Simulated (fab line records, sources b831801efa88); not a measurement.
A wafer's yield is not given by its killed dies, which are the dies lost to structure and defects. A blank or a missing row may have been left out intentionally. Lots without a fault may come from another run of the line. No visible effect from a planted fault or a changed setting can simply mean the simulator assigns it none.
Which tool is to blame? | flow sky130 | 12 lots, 36 wafers sampled, at 1 step of a route of 708

## WHAT THE GAUGES READ, wafer by wafer
SKY_METAL2_RS_MEAS_05: measures by four-point-probe. Usual: METAL2_ALCU_RS typically reads 0.1265 ohm/sq, with standard deviation 0.002.
lot  | measured     | on            | METAL2_ALCU_RS (ohm/sq) | flag
L746 | day 34 02:52 | film metro-02 | 0.1248 0.1237 0.1239    |
L747 | day 34 04:19 | film metro-04 | 0.1283 0.1270 0.1252    |
L748 | day 34 20:07 | film metro-02 | 0.1270 0.1255 0.1254    |
L749 | day 35 01:46 | film metro-03 | 0.1247 0.1239 0.1258    |
L750 | day 35 04:06 | film metro-03 | 0.1263 0.1249 0.1240    |
L752 | day 35 22:58 | film metro-02 | 0.1254 0.1255 0.1268    |
L751 | day 36 02:38 | film metro-03 | 0.1251 0.1247 0.1256    |
L754 | day 37 01:25 | film metro-04 | 0.1263 0.1255 0.1260    |
L758 | day 38 06:11 | film metro-04 | 0.1292 0.1297 0.1297    |
L762 | day 39 02:53 | film metro-04 | 0.1260 0.1267 0.1256    |
L764 | day 39 20:19 | film metro-03 | 0.1281 0.1278 0.1299    |
L768 | day 40 14:49 | film metro-03 | 0.1295 0.1278 0.1297    |

## TOOL THAT RAN EACH LOT (tool first, then ch and the chambers of the sampled wafers, then the start)
The record holds no process step before these readings.

## WHAT THE TOOLS THEMSELVES READ (means of the sampled wafers that have a number; where no wafer has one, the mark that the record gives instead)
The record holds no such reading with a usual standard deviation.

## THE ANSWER, worked out from the rows above alone
Rule: take the mean of a lot's wafers that have a number; if it is more than 3 standard deviations from the usual mean, the lot is off. A lot without any number at a reading at which 4 lots or more have one is off too. All remaining lots with rows at the step are treated as sound. Order of review: gauges by route order, followed by the tools' own readings, for which a lot's mean as printed above is used. At the first step where some lot is off, the reading lying furthest off is the one used; lots without a number count as furthest.
Nothing can be told from this: no lot is off at any reading shown.

## WHAT THE SIMULATOR PUT IN
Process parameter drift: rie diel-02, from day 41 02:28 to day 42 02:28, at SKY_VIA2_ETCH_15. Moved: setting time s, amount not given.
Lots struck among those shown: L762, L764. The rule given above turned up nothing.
